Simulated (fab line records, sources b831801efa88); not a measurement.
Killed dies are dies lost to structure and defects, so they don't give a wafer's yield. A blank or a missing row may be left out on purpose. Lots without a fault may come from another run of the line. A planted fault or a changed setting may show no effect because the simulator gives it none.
Which tool did it? | flow sky130 | 6 lots, 18 wafers sampled, at 2 steps of a route of 708

WHAT THE GAUGES READ, wafer by wafer
SKY_FIELD_ISO_THK_MEAS_02.
lot  | measured    | on            | FIELD_ISO_OXIDATION_00_THK (nm)
L770 | day 1 17:31 | film_metro-03 | 11.72 11.94 11.91
L772 | day 2 03:47 | film_metro-01 | 11.75 11.68 11.57
L774 | day 2 17:32 | film_metro-03 | 18.65 18.75 18.69 18.58 18.71 18.72
L786 | day 5 00:38 | film_metro-03 | 11.80 11.71 11.65
L788 | day 5 10:38 | film_metro-03 | 11.85 12.03 11.72
L791 | day 6 02:17 | film_metro-04 | 11.70 11.77 11.64

WHICH TOOL RAN EACH LOT (tool, then ch and the chambers of the sampled wafers, then the start)
lot  | SKY_FIELD_ISO_OXIDATION_01
L770 | furnace-01 ch 0, day 1 15:58
L772 | furnace-01 ch 0, day 2 02:16
L774 | furnace-02 ch 0, day 2 13:15
L786 | furnace-01 ch 0, day 4 23:07
L788 | furnace-01 ch 0, day 5 09:07
L791 | furnace-01 ch 0, day 6 00:47
- SKY_FIELD_ISO_OXIDATION_01: stabilise 600 s, purge 300 s, target thk 12 nm.

THE ANSWER, worked out from the rows above alone
Rule: what is usual is taken from the lots themselves. Put in order of their means at a reading, lots are off if they are a third of the lots or fewer, leave a main group of 4 or more, and stand apart from it by a gap of 3 or more times the standard deviation of the main group's means; of several such gaps the widest counts. A main group whose means are all the same, to the digits that the tables above print for the reading, isn't used. A lot without any number at a reading at which 4 lots or more have one is off too. The other lots that the step has rows for count as sound.
Off: L774, at SKY_FIELD_ISO_THK_MEAS_02 (FIELD_ISO_OXIDATION_00_THK). The main group: mean 11.76 nm, standard deviation 0.083.
A tool fits if, at a process step before that reading, it ran every lot that is off, and no sound lot after the first of them. The gauges at SKY_FIELD_ISO_THK_MEAS_02 are tried like those tools. One fits: furnace-02 at SKY_FIELD_ISO_OXIDATION_01. It ran no sound lot before its first lot that is off in this sample, so the start can't be narrowed down.

WHAT THE SIMULATOR HAD PUT IN
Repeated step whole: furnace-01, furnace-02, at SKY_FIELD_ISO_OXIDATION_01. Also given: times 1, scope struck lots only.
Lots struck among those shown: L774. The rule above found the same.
